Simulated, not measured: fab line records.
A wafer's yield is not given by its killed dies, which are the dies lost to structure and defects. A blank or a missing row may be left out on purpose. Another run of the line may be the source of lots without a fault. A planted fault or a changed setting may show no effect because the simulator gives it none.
One fault through the eyes of 2 desks	flow gf180mcu	every desk sees just its own numbers, and what lay behind them comes last

TOOL OWNER'S DESK, rie-diel-02
The tool's own readings at GF_M5_ETCH_09 (etches Si3N4 in CF4/O2, target depth 52 nm, time 11.6 s): means of the sampled wafers that have a number, for each lot that ran on this tool. Marked OUT: a lot whose mean sits more than 4 standard deviations from the usual mean, which makes it out of limits; the brackets give that distance.
Columns: A = drypump-motor-current-A at GF_M5_ETCH_09, usual 5.69 A; B = oes-product-au at GF_M5_ETCH_09, usual 1.002 a.u.; C = throttle-valve-pct at GF_M5_ETCH_09, usual 5.972 %
lot	first seen here	A	B	C
L622	day 26 08:45	5.76	1.009	5.971
L626	day 28 01:27	5.83	1.008	5.976
L628	day 28 05:04	5.78	1.009	5.976
L632	day 29 20:22	5.62	1.008	5.977
L636	day 30 19:10	5.57	0.976	5.962
L638	day 31 10:46	5.72	0.966	5.962
This desk's finding: nothing out of limits on any of the 6 lots.

THE METROLOGY DESK
Means of the sampled wafers that have a number, per lot and without regard to the tool the lot ran on: this is what the gauges read. Marked OUT: a lot whose mean sits more than 4 standard deviations from the usual mean, which makes it out of limits; the brackets give that distance.
Columns: A = M5_OVL at GF_M5_OVL_MEAS_08, usual 1 nm
lot	first seen here	A
L622	day 26 08:44	-1
L624	day 27 09:58	3
L626	day 28 01:25	3
L627	day 28 04:23	12
L628	day 28 05:02	-1
L632	day 29 20:20	-5
L636	day 30 19:08	3
L638	day 31 10:43	6
L640	day 31 23:35	3
L639	day 32 04:55	-7
L641	day 32 06:13	1
L643	day 32 11:31	3
L644	day 32 12:40	3
This desk's finding: nothing out of limits on any of the 13 lots.

PUT TOGETHER
The tool owner's desk saw nothing out of limits.
Nothing out of limits was seen by the metrology desk.

WHAT WAS PUT IN BY THE SIMULATOR
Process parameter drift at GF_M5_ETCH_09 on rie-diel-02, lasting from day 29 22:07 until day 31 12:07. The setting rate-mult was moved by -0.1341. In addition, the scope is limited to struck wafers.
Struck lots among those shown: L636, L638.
